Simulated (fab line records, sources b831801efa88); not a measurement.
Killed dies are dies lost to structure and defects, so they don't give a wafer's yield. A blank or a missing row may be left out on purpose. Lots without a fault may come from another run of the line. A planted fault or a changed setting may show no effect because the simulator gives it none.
Which tool did it? | flow gf180mcu | 13 lots, 39 wafers sampled, at 6 steps of a route of 602

WHAT THE GAUGES READ, wafer by wafer
GF_PSD_RS_MEAS_14: measures by four-point-probe.
lot  | measured     | on            | NSD_RS (ohm/sq)
L740 | day 14 02:08 | film_metro-01 | 46.13 46.01 46.06
L741 | day 14 15:28 | film_metro-03 | 46.11 46.22 45.99
L742 | day 15 01:07 | film_metro-02 | 45.99 45.94 46.04
L743 | day 15 06:53 | film_metro-03 | 46.22 46.09 46.14
L744 | day 15 13:11 | film_metro-03 | 45.99 46.09 45.98
L749 | day 17 16:10 | film_metro-02 | 41.72 41.90 41.87
L750 | day 17 19:01 | film_metro-03 | 46.25 46.20 46.09
L751 | day 18 03:44 | film_metro-02 | 41.76 41.84 41.73
L756 | day 19 19:29 | film_metro-03 | 46.13 46.13 46.18
L757 | day 20 07:38 | film_metro-01 | 46.00 46.14 46.10
L758 | day 20 16:04 | film_metro-02 | 46.05 46.09 46.14
L761 | day 21 17:14 | film_metro-02 | 45.96 45.88 45.99
L763 | day 22 04:17 | film_metro-02 | 46.10 46.16 46.11

GF_PSD_RS_MEAS_15: measures by four-point-probe.
lot  | measured     | on            | PSD_RS (ohm/sq)
L740 | day 14 02:15 | film_metro-01 | 108.54 108.18 108.90
L741 | day 14 15:35 | film_metro-03 | 108.48 108.52 108.15
L742 | day 15 01:14 | film_metro-02 | 107.96 108.05 107.92
L743 | day 15 07:00 | film_metro-03 | 108.74 108.47 108.74
L744 | day 15 13:18 | film_metro-03 | 107.97 108.12 108.18
L749 | day 17 16:17 | film_metro-02 | 100.70 100.96 100.97
L750 | day 17 19:08 | film_metro-03 | 108.59 108.71 108.65
L751 | day 18 03:52 | film_metro-02 | 100.88 100.86 100.90
L756 | day 19 19:36 | film_metro-03 | 108.75 108.48 108.38
L757 | day 20 07:45 | film_metro-01 | 108.28 108.55 108.63
L758 | day 20 16:11 | film_metro-02 | 108.33 108.39 108.27
L761 | day 21 17:21 | film_metro-02 | 108.06 108.18 107.95
L763 | day 22 04:24 | film_metro-02 | 108.45 108.55 108.40

GF_V1_THK_MEAS_03.
lot  | measured     | on            | V1_CVD_02_THK (nm)
L740 | day 17 00:10 | film_metro-02 | 841 837 847
L741 | day 17 13:17 | film_metro-03 | 851 849 836
L742 | day 17 23:52 | film_metro-02 | 842 861 856
L743 | day 18 06:34 | film_metro-03 | 854 871 867
L744 | day 18 13:06 | film_metro-04 | 838 849 847
L749 | day 20 20:24 | film_metro-03 | 837 836 859
L750 | day 20 23:35 | film_metro-03 | 847 865 854
L751 | day 21 08:16 | film_metro-04 | 848 847 868
L756 | day 22 23:14 | film_metro-02 | 846 832 847
L757 | day 23 09:55 | film_metro-04 | 856 845 874
L758 | day 23 18:13 | film_metro-03 | 843 851 849
L761 | day 24 18:33 | film_metro-03 | 835 844 856
L763 | day 25 04:49 | film_metro-02 | 841 837 859

GF_M3_CD_MEAS_14: target cd 280 nm.
lot  | measured     | on        | cd_nm (nm)
L740 | day 21 04:05 | cd_sem-01 | 281.6 282.5 282.1
L741 | day 21 18:26 | cd_sem-01 | 279.1 280.6 280.4
L742 | day 22 04:45 | cd_sem-01 | 278.3 278.7 278.9
L743 | day 22 12:20 | cd_sem-02 | 276.5 277.4 276.1
L744 | day 22 17:41 | cd_sem-01 | 278.1 279.6 279.2
L749 | day 24 20:58 | cd_sem-02 | 279.9 279.4 280.0
L750 | day 25 01:35 | cd_sem-02 | 280.2 279.0 279.5
L751 | day 25 07:17 | cd_sem-01 | 281.3 281.5 282.1
L756 | day 26 19:17 | cd_sem-02 | 280.0 279.2 280.5
L757 | day 27 04:26 | cd_sem-02 | 279.8 281.0 280.2
L758 | day 27 11:38 | cd_sem-01 | 278.1 278.2 279.7
L761 | day 28 09:41 | cd_sem-02 | 278.5 279.8 277.8
L763 | day 28 17:56 | cd_sem-02 | 280.9 281.4 281.8

WHICH TOOL RAN EACH LOT (tool, then ch and the chambers of the sampled wafers, then the start)
lot  | GF_PSD_RTA_13                    | GF_CONTACT_CVD_24
L740 | rtp_anneal-01 ch 0, day 14 02:03 | cvd_w-02 ch 0,1, day 15 23:34
L741 | rtp_anneal-02 ch 0, day 14 15:23 | cvd_w-01 ch 0,1, day 16 12:58
L742 | rtp_anneal-02 ch 0, day 15 01:01 | cvd_w-02 ch 0,1, day 16 22:57
L743 | rtp_anneal-02 ch 0, day 15 06:48 | cvd_w-01 ch 0,1, day 17 05:50
L744 | rtp_anneal-01 ch 0, day 15 13:06 | cvd_w-01 ch 0,1, day 17 11:45
L749 | rtp_anneal-02 ch 0, day 17 16:04 | cvd_w-01 ch 0,1, day 19 18:19
L750 | rtp_anneal-01 ch 0, day 17 18:56 | cvd_w-01 ch 0,1, day 19 21:17
L751 | rtp_anneal-02 ch 0, day 18 03:39 | cvd_w-01 ch 0,1, day 20 06:31
L756 | rtp_anneal-01 ch 0, day 19 19:24 | cvd_w-02 ch 0,1, day 21 22:16
L757 | rtp_anneal-01 ch 0, day 20 07:33 | cvd_w-01 ch 0,1, day 22 09:37
L758 | rtp_anneal-02 ch 0, day 20 15:59 | cvd_w-02 ch 0,1, day 22 17:34
L761 | rtp_anneal-01 ch 0, day 21 17:09 | cvd_w-01 ch 1, day 23 18:25
L763 | rtp_anneal-02 ch 0, day 22 04:12 | cvd_w-02 ch 0,1, day 24 05:06
- GF_PSD_RTA_13: time 20 s.
- GF_CONTACT_CVD_24: deposits W, target thk 300 nm, time 90.339 s.

WHAT THE TOOLS THEMSELVES READ (means of the sampled wafers that have a number; where no wafer has one, the mark that the record gives instead)
GF_PSD_RTA_13.
lot  | tool          | lamp_power_pct (%) | run_length_s (s) | wafer_temp_C_max
L740 | rtp_anneal-01 | 30.3               | 48.25            | 1027.2
L741 | rtp_anneal-02 | 28.0               | 48.30            | 1029.9
L742 | rtp_anneal-02 | 28.0               | 48.53            | 1030.9
L743 | rtp_anneal-02 | 28.1               | 48.29            | 1030.4
L744 | rtp_anneal-01 | 30.3               | 48.04            | 1027.5
L749 | rtp_anneal-02 | 28.0               | 72.38            | 1028.9
L750 | rtp_anneal-01 | 30.3               | 48.08            | 1027.5
L751 | rtp_anneal-02 | 28.0               | 72.27            | 1030.4
L756 | rtp_anneal-01 | 30.3               | 48.14            | 1027.4
L757 | rtp_anneal-01 | 30.3               | 48.07            | 1027.6
L758 | rtp_anneal-02 | 28.0               | 48.35            | 1029.8
L761 | rtp_anneal-01 | 30.3               | 48.32            | 1028.0
L763 | rtp_anneal-02 | 28.0               | 48.37            | 1030.0

GF_CONTACT_CVD_24.
lot  | tool     | heater_power_w (W) | susceptor_temp_C (C)
L740 | cvd_w-02 | 927                | 400.13
L741 | cvd_w-01 | 876                | 400.10
L742 | cvd_w-02 | 934                | 400.00
L743 | cvd_w-01 | 874                | 400.09
L744 | cvd_w-01 | 849                | 400.04
L749 | cvd_w-01 | 864                | 399.71
L750 | cvd_w-01 | 890                | 400.02
L751 | cvd_w-01 | 883                | 400.02
L756 | cvd_w-02 | 859                | 400.07
L757 | cvd_w-01 | 884                | 400.10
L758 | cvd_w-02 | 862                | 399.86
L761 | cvd_w-01 | 893                | 399.83
L763 | cvd_w-02 | 831                | 399.92

THE ANSWER, worked out from the rows above alone
Rule: what is usual is taken from the lots themselves. Put in order of their means at a reading, lots are off if they are a third of the lots or fewer, leave a main group of 4 or more, and stand apart from it by a gap of 3 or more times the standard deviation of the main group's means; of several such gaps the widest counts. A main group whose means are all the same, to the digits that the tables above print for the reading, isn't used. A lot without any number at a reading at which 4 lots or more have one is off too. The other lots that the step has rows for count as sound. The gauges are gone through in route order, then the tools' own readings, and for those a lot's mean is taken as printed above. The first step at which some lot is off is used, and at that step the reading that is off furthest; a lot without a number counts as furthest.
Off: L749, L751, at GF_PSD_RS_MEAS_14 (NSD_RS). The main group: mean 46.08 ohm/sq, standard deviation 0.069.
A tool fits if, at a process step before that reading, it ran every lot that is off, and no sound lot after the first of them. The gauges at GF_PSD_RS_MEAS_14 aren't tried: what is off there is off at GF_PSD_RTA_13 too, on other tools, and a gauge's error can't cause that. None of those tried fits.

WHAT THE SIMULATOR HAD PUT IN
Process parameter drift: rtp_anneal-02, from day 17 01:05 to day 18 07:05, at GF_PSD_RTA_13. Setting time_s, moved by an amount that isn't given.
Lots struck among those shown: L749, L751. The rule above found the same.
